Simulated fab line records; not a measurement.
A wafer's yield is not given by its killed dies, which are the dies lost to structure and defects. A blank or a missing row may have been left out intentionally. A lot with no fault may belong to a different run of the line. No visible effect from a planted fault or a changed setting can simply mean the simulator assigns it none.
A single fault, viewed from 2 desks | flow sky130 | each desk holds nothing but its own numbers, with what lay behind them at the end

## TOOL OWNER'S DESK, pvd_sputter-03
The tool's own readings at SKY_METAL5_SPUTTER_02 (material AlCu, target thk 1150 nm, time 61.2 s): means of the sampled wafers that have a number, for each lot that ran on this tool. Any lot whose mean is over 4 standard deviations away from the usual mean is out of limits and marked OUT; that distance is given in the brackets.
Columns: A = throttle_valve_pct at SKY_METAL5_SPUTTER_02, usual 30.4 %
lot  | first seen here | A
L550 | day 42 16:09    | 30.6
L556 | day 44 16:28    | 30.5
L558 | day 45 01:05    | 30.5
L560 | day 45 15:19    | 29.3
L573 | day 48 14:11    | 28.6
L572 | day 48 15:23    | 29.3
This desk's verdict: no lot among the 6 shows anything out of limits.

## FROM THE METROLOGY DESK
Means of the sampled wafers that have a number, per lot and without regard to the tool the lot ran on: this is what the gauges read. Any lot whose mean is over 4 standard deviations away from the usual mean is out of limits and marked OUT; that distance is given in the brackets.
Columns: A = CAP2M_CVD_00_THK at SKY_CAP2M_THK_MEAS_01, usual 15.49 nm; B = METAL5_ALCU_RS at SKY_METAL5_RS_MEAS_05, usual 0.02706 ohm/sq
lot  | first seen here | A     | B
L550 | day 39 12:52    | 15.39 | 0.02708
L553 | day 40 15:17    | 15.32 | 0.02748
L556 | day 41 16:10    | 15.87 | 0.02711
L558 | day 42 02:13    | 15.38 | 0.07717 (+99 or more) OUT
L559 | day 42 10:49    | 15.30 | 0.02710
L560 | day 42 17:04    | 15.56 | 0.07633 (+99 or more) OUT
L561 | day 42 19:21    | 15.42 | 0.02692
L567 | day 45 03:53    | 15.60 | 0.02709
L569 | day 45 10:31    | 15.59 | 0.02680
L570 | day 45 11:07    | 15.73 | 0.02723
L571 | day 45 17:23    | 15.64 | 0.02686
L573 | day 45 22:40    | 15.25 | 0.02667
L572 | day 46 01:11    | 15.34 | 0.02687
This desk's result: L558, L560 out of limits, first on L558 (METAL5_ALCU_RS at SKY_METAL5_RS_MEAS_05), day 45 01:12. L550, L553, L556, L559, L561, L567, L569, L570, L571, L573, L572 stayed within limits.

## ALL TOGETHER
On L558, L560, the metrology desk was in a position to raise an alarm at day 45 01:12.
Nothing out of limits was seen by the tool owner's desk.
The tool owner's desk has L558, L560 on record, within its limits.
The lots listed all ran SKY_METAL5_SPUTTER_02 on pvd_sputter-03.

## WHAT HAD BEEN PUT IN BY THE SIMULATOR
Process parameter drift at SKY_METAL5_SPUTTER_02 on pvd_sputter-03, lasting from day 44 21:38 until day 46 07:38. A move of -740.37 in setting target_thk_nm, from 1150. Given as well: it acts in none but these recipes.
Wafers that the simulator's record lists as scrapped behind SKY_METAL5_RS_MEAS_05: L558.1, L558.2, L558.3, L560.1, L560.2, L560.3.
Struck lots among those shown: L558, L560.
Delay in hours, fault start to first out-of-limits reading, per desk: metrology desk 4.
